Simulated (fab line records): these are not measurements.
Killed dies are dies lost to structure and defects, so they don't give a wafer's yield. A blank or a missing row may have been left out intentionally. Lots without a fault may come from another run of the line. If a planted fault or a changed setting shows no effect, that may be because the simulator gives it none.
Chamber matching ; flow sky130 ; SKY_VIA2_CMP_24 on cmp-02 has 4 sister chambers
The step polishes, stops on SiO2, t overpolish 20 s, target thk 0 nm. 4 wafers are shown with their chamber, then 8 later ones without.

== WAFERS PAIRED WITH THEIR CHAMBERS ==
wafer;chamber;motorCurrentA (A)
L268.2;2;10.3
L268.4;3;10.2
L268.6;1;12.2
L273.1;0;8.8

== WAFERS WITH NO CHAMBER GIVEN ==
wafer;motorCurrentA (A)
L273.3;11.5
L273.4;9.9
L278.3;10.4
L278.4;9.3
L278.6;10.7
L280.1;10.1
L280.4;10.7
L280.6;10.5

== WHICH CHAMBER EACH ONE RAN IN ==
wafer;from the rows above;in truth
L273.3;can't be placed: 1 or 2 or 3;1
L273.4;can't be placed: 3 or 2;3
L278.3;can't be placed: 2 or 3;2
L278.4;can't be placed: 0 or 3 or 2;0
L278.6;can't be placed: 2 or 3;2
L280.1;can't be placed: 3 or 2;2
L280.4;can't be placed: 2 or 3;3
L280.6;can't be placed: 2 or 3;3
Placed correctly: 0 of 8. These rows do not allow placing 8 (true chamber among the candidates in 8). 0 placed wrongly.
How it was worked out, from the rows above alone: a wafer's distance from a chamber is the root of the sum, over the readings, of the square of ((its reading less the chamber's mean) divided by the reading's scatter). The wafer belongs to the nearest chamber; if the next one is less than 2 further off, it can't be placed. A chamber's mean is the mean of its shown wafers. The scatter: with one shown wafer a chamber, the root of the mean of the squares of how far each hidden wafer lies from its nearest shown one.
